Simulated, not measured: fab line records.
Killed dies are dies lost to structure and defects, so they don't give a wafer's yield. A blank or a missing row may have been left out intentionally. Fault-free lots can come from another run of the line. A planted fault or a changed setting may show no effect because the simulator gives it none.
2 desks looking at one fault || flow gf180mcu || numbers are kept per desk, each desk with only its own; the story behind them comes last

== THE TOOL OWNER'S DESK: implanter-01 ==
The tool's own readings at GF_VT_IMPLANT_IMPLANT_08, given as means over the sampled wafers that have a number, one for each lot that went through this tool. The brackets show how far a lot's mean lies from the usual mean; more than 4 standard deviations puts the lot out of limits, marked OUT.
Columns: A = beam-on-s at GF_VT_IMPLANT_IMPLANT_08, usual 9.99 s; B = faraday-current-uA at GF_VT_IMPLANT_IMPLANT_08, usual 46.8
{"lot": "L670", "first seen here": "day 8 07:01", "A": 10.26, "B": 45.9}
{"lot": "L680", "first seen here": "day 11 16:37", "A": 10.09, "B": 46.5}
This desk's finding: nothing out of limits on any of the 2 lots.

== AT THE METROLOGY DESK ==
Means of the sampled wafers that have a number, per lot and without regard to the tool the lot ran on: this is what the gauges read. The brackets show how far a lot's mean lies from the usual mean; more than 4 standard deviations puts the lot out of limits, marked OUT.
Columns: A = MVPSD_TW at GF_MVPSD_TW_MEAS_11, usual 553; B = VT_IMPLANT_OVL at GF_VT_IMPLANT_OVL_MEAS_07, usual 0.0 nm; C = VT_IMPLANT_TW at GF_VT_IMPLANT_TW_MEAS_10, usual 565
{"lot": "L665", "first seen here": "day 6 11:01", "A": 558, "B": 1.1, "C": 567}
{"lot": "L670", "first seen here": "day 7 14:55", "A": 556, "B": 0.6, "C": 578}
{"lot": "L682", "first seen here": "day 10 21:26", "A": 552, "B": 0.4, "C": 566}
{"lot": "L681", "first seen here": "day 10 22:08", "A": 559, "B": -0.6, "C": 554}
{"lot": "L680", "first seen here": "day 10 22:28", "A": 560, "B": -0.2, "C": 554}
This desk's finding: nothing out of limits on any of the 5 lots.

== TAKEN TOGETHER ==
The tool owner's desk saw nothing out of limits.
Metrology desk: nothing out of limits seen.

== WHAT THE SIMULATOR HAD INSERTED ==
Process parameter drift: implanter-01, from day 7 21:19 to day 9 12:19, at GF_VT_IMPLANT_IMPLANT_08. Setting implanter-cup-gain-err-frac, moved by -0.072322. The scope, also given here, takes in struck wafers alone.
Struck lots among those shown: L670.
